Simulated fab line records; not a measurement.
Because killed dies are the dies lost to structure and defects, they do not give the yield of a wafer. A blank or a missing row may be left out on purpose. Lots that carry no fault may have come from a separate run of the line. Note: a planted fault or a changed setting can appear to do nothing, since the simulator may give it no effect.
Matching of chambers ; flow gf180mcu ; GF_V2_CVD_02 on pecvd-03: 3 sister chambers
The step deposits SiO2 from TEOS, target thk 850 nm, time 94.851 s. 6 wafers are shown with their chamber, then 8 later ones without.

## WAFERS PAIRED WITH THEIR CHAMBERS
wafer;chamber;heaterPowerW (W)
L622.4;1;616
L623.5;1;624
L624.1;2;792
L624.3;0;668
L624.4;0;683
L625.2;2;738

## WAFERS WITHOUT THEIR CHAMBER
wafer;heaterPowerW (W)
L625.3;633
L625.6;734
L627.2;664
L627.3;773
L627.5;633
L630.1;786
L630.3;620
L630.6;713

## CHAMBER TAKEN BY EACH
wafer;from the rows above;in truth
L625.3;can't be placed: 1 or 0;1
L625.6;can't be placed: 2 or 0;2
L627.2;can't be placed: 0 or 1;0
L627.3;2;2
L627.5;can't be placed: 1 or 0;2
L630.1;2;2
L630.3;1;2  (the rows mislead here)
L630.6;can't be placed: 0 or 2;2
Placed correctly: 2 of 8. From these rows, 5 cannot be placed; in 4 the true chamber is one of the candidates. Wrongly placed: 1.
How it was worked out, from the rows above alone: a wafer's distance from a chamber is the root of the sum, over the readings, of the square of ((its reading less the chamber's mean) divided by the reading's scatter). The wafer belongs to the nearest chamber; if the next one is less than 2 further off, it can't be placed. A chamber's mean is the mean of its shown wafers. How the scatter is found: for the shown wafers, subtract from each reading the mean of its chamber, square and add these, divide the total by (wafers less chambers), then take the root.
